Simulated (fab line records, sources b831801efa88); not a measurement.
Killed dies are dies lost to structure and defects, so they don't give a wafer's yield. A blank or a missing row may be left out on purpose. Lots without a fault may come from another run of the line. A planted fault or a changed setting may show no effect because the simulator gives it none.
Which tool did it? | flow gf180mcu | 13 lots, 39 wafers sampled, at 4 steps of a route of 602

WHAT THE GAUGES READ, wafer by wafer
GF_VT_IMPLANT_TW_MEAS_43.
lot  | measured     | on            | VT_IMPLANT_4_TW
L114 | day 7 12:33  | film_metro-04 | 689.2 688.8 686.8
L115 | day 7 20:36  | film_metro-02 | 684.9 687.0 686.4
L116 | day 8 02:48  | film_metro-04 | 684.6 690.8 686.0
L121 | day 9 18:49  | film_metro-02 | 686.1 686.6 684.8
L122 | day 9 22:45  | film_metro-03 | 608.6 613.3 613.9
L125 | day 10 18:40 | film_metro-03 | 611.3 614.0 616.0
L126 | day 10 22:18 | film_metro-04 | 687.6 687.8 691.9
L131 | day 12 10:10 | film_metro-02 | 680.1 683.7 685.7
L132 | day 12 21:46 | film_metro-04 | 685.7 687.4 683.0
L133 | day 12 22:52 | film_metro-04 | 685.8 685.2 686.9
L135 | day 13 19:50 | film_metro-03 | 685.1 684.6 689.8
L136 | day 13 19:40 | film_metro-02 | 680.5 684.3 688.3
L137 | day 14 02:54 | film_metro-03 | 688.9 691.1 688.8

GF_V1_RS_MEAS_24: measures by four-point-probe.
lot  | measured     | on            | V1_W_RS (ohm/sq)
L114 | day 18 06:46 | film_metro-02 | 0.321 0.326 0.317
L115 | day 18 19:46 | film_metro-02 | 0.327 0.324 0.325
L116 | day 19 01:12 | film_metro-01 | 0.319 0.325 0.321
L121 | day 21 09:14 | film_metro-01 | 0.329 0.321 0.323
L122 | day 21 14:40 | film_metro-01 | 0.330 0.329 0.327
L125 | day 22 12:53 | film_metro-04 | 0.323 0.324 0.326
L126 | day 22 17:14 | film_metro-02 | 0.326 0.328 0.324
L131 | day 24 09:29 | film_metro-04 | 0.317 0.318 0.315
L132 | day 25 04:16 | film_metro-04 | 0.328 0.333 0.335
L133 | day 25 05:13 | film_metro-04 | 0.321 0.326 0.319
L135 | day 26 02:46 | film_metro-04 | 0.331 0.331 0.331
L136 | day 26 00:41 | film_metro-02 | 0.325 0.324 0.322
L137 | day 26 09:50 | film_metro-04 | 0.329 0.328 0.327

WHICH TOOL RAN EACH LOT (tool, then ch and the chambers of the sampled wafers, then the start)
lot  | GF_STI_ETCH_13                    | GF_VT_IMPLANT_IMPLANT_41
L114 | rie_diel-01 ch 1,2, day 2 02:26   | implanter-04 ch 0, day 7 12:18
L115 | rie_diel-01 ch 1,3, day 2 09:22   | implanter-03 ch 0, day 7 20:21
L116 | rie_diel-04 ch 0,1,2, day 2 12:35 | implanter-02 ch 0, day 8 02:33
L121 | rie_diel-04 ch 0,2, day 3 14:35   | implanter-04 ch 0, day 9 18:34
L122 | rie_diel-03 ch 1,2, day 3 18:55   | implanter-04 ch 0, day 9 22:30
L125 | rie_diel-04 ch 0,1,3, day 4 10:26 | implanter-04 ch 0, day 10 18:27
L126 | rie_diel-04 ch 0,1, day 4 15:45   | implanter-02 ch 0, day 10 22:03
L131 | rie_diel-04 ch 0,1,3, day 5 17:01 | implanter-03 ch 0, day 12 09:57
L132 | rie_diel-03 ch 0,2,3, day 6 01:31 | implanter-03 ch 0, day 12 21:31
L133 | rie_diel-01 ch 0,1,2, day 6 04:20 | implanter-02 ch 0, day 12 22:37
L135 | rie_diel-01 ch 0,1, day 6 14:34   | implanter-02 ch 0, day 13 19:36
L136 | rie_diel-04 ch 1,2,3, day 6 18:28 | implanter-02 ch 0, day 13 19:25
L137 | rie_diel-04 ch 1,3, day 6 23:16   | implanter-03 ch 0, day 14 02:39
- GF_STI_ETCH_13: etches the open film in CHF3/O2, stops on Si, target depth 282.31 nm, time 112.9 s.
- GF_VT_IMPLANT_IMPLANT_41

WHAT THE TOOLS THEMSELVES READ (means of the sampled wafers that have a number; where no wafer has one, the mark that the record gives instead)
GF_STI_ETCH_13.
lot  | tool        | drypump_motor_current_A (A) | oes_product_au (a.u.) | throttle_valve_pct (%)
L114 | rie_diel-01 | 5.8                         | 0.838                 | 8.814
L115 | rie_diel-01 | 5.7                         | 0.830                 | 8.810
L116 | rie_diel-04 | 6.1                         | 0.836                 | 8.812
L121 | rie_diel-04 | 6.0                         | 0.831                 | 8.814
L122 | rie_diel-03 | 5.6                         | 0.830                 | 8.805
L125 | rie_diel-04 | 6.2                         | 0.833                 | 8.809
L126 | rie_diel-04 | 6.0                         | 0.832                 | 8.812
L131 | rie_diel-04 | 6.1                         | 0.827                 | 8.814
L132 | rie_diel-03 | 5.5                         | 0.829                 | 8.808
L133 | rie_diel-01 | 5.6                         | 0.831                 | 8.814
L135 | rie_diel-01 | 6.1                         | 0.819                 | 8.808
L136 | rie_diel-04 | 6.2                         | 0.830                 | 8.803
L137 | rie_diel-04 | 6.2                         | 0.833                 | 8.810

GF_VT_IMPLANT_IMPLANT_41.
lot  | tool         | end_station_pressure_torr (Torr) | tilt_deg (degrees)
L114 | implanter-04 | 5.29e-06                         | 6.986
L115 | implanter-03 | 5.13e-06                         | 6.983
L116 | implanter-02 | 4.96e-06                         | 6.986
L121 | implanter-04 | 4.98e-06                         | 7.007
L122 | implanter-04 | 5.19e-06                         | 0.020
L125 | implanter-04 | 5.05e-06                         | -0.011
L126 | implanter-02 | 5.06e-06                         | 7.007
L131 | implanter-03 | 4.94e-06                         | 6.998
L132 | implanter-03 | 5.17e-06                         | 6.983
L133 | implanter-02 | 4.94e-06                         | 6.987
L135 | implanter-02 | 4.78e-06                         | 6.965
L136 | implanter-02 | 5.02e-06                         | 7.018
L137 | implanter-03 | 4.96e-06                         | 6.990

THE ANSWER, worked out from the rows above alone
Rule: what is usual is taken from the lots themselves. Put in order of their means at a reading, lots are off if they are a third of the lots or fewer, leave a main group of 4 or more, and stand apart from it by a gap of 3 or more times the standard deviation of the main group's means; of several such gaps the widest counts. A main group whose means are all the same, to the digits that the tables above print for the reading, isn't used. A lot without any number at a reading at which 4 lots or more have one is off too. The other lots that the step has rows for count as sound. The gauges are gone through in route order, then the tools' own readings, and for those a lot's mean is taken as printed above. The first step at which some lot is off is used, and at that step the reading that is off furthest; a lot without a number counts as furthest.
Off: L122, L125, at GF_VT_IMPLANT_TW_MEAS_43 (VT_IMPLANT_4_TW). The main group: mean 686.5, standard deviation 1.9.
A tool fits if, at a process step before that reading, it ran every lot that is off, and no sound lot after the first of them. The gauges at GF_VT_IMPLANT_TW_MEAS_43 aren't tried: what is off there is off at GF_VT_IMPLANT_IMPLANT_41 too, on other tools, and a gauge's error can't cause that. One fits: implanter-04 at GF_VT_IMPLANT_IMPLANT_41. Its last sound lot is L121 (day 9 18:34), its first lot that is off L122 (day 9 22:30): a fault that began between those two fits.
The tool's own readings at GF_VT_IMPLANT_IMPLANT_41 bear it out: on the lots that are off they differ by more than 5 times the standard deviation of the sound lots' means. tilt_deg reads 0.005 degrees there against 6.992 degrees on the sound lots.

WHAT THE SIMULATOR HAD PUT IN
Process parameter drift: implanter-04, from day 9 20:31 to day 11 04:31, at GF_VT_IMPLANT_IMPLANT_41. Setting tilt_deg, moved by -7, from 7. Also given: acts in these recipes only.
Lots struck among those shown: L122, L125. The rule above found the same.
